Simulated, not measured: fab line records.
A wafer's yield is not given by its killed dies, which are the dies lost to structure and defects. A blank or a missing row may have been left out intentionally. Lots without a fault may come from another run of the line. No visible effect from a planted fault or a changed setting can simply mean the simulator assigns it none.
Which tool was responsible? ; flow gf180mcu ; 6 lots, 18 wafers sampled, at 2 steps of a route of 602

== WHAT THE GAUGES READ, wafer by wafer ==
GF_V5_RS_MEAS_24: uses a four-point probe to measure.
lot;measured;on;V5_W_RS (ohm/sq)
L879;day 27 14:04;film metro-02;0.330 0.323 0.323
L881;day 28 04:27;film metro-02;0.327 0.327 0.334
L883;day 28 21:15;film metro-01;0.324 0.326 0.329
L891;day 31 00:17;film metro-03;0.327 0.328 0.328
L899;day 33 03:43;film metro-02;0.329 0.325 0.326
L901;day 33 20:25;film metro-01;0.321 0.321 0.323

== WHICH TOOL RAN EACH LOT (tool, then ch and the chambers of the sampled wafers, then the start) ==
lot;GF_M5_ETCH_09
L879;rie diel-01 ch 1,2,3, day 26 15:03
L881;rie diel-04 ch 0,1,2, day 27 06:14
L883;rie diel-04 ch 0,1,2, day 27 23:08
L891;rie diel-04 ch 0,1,3, day 30 04:03
L899;rie diel-01 ch 0,1, day 32 08:18
L901;rie diel-01 ch 0,1,3, day 33 02:28
- GF_M5_ETCH_09: etches Si3N4 in CF4/O2, target depth 52 nm, time 11.6 s.

== THE ANSWER, worked out from the rows above alone ==
Rule: the lots themselves supply what counts as usual. The widest of any qualifying gaps counts: lots, ordered by their means at a reading, are off when they make up no more than a third of the lots, leave a main group of 4 or more, and stand apart from it by 3 or more times the standard deviation of that group's means. Not used: any main group whose means are identical at the precision the tables above print for the reading. A lot without any number at a reading at which 4 lots or more have one is off too. Where the step has rows for the other lots, those lots are counted as sound.
No lot is off at any reading shown: from this, nothing can be told.

== WHAT WAS PUT IN BY THE SIMULATOR ==
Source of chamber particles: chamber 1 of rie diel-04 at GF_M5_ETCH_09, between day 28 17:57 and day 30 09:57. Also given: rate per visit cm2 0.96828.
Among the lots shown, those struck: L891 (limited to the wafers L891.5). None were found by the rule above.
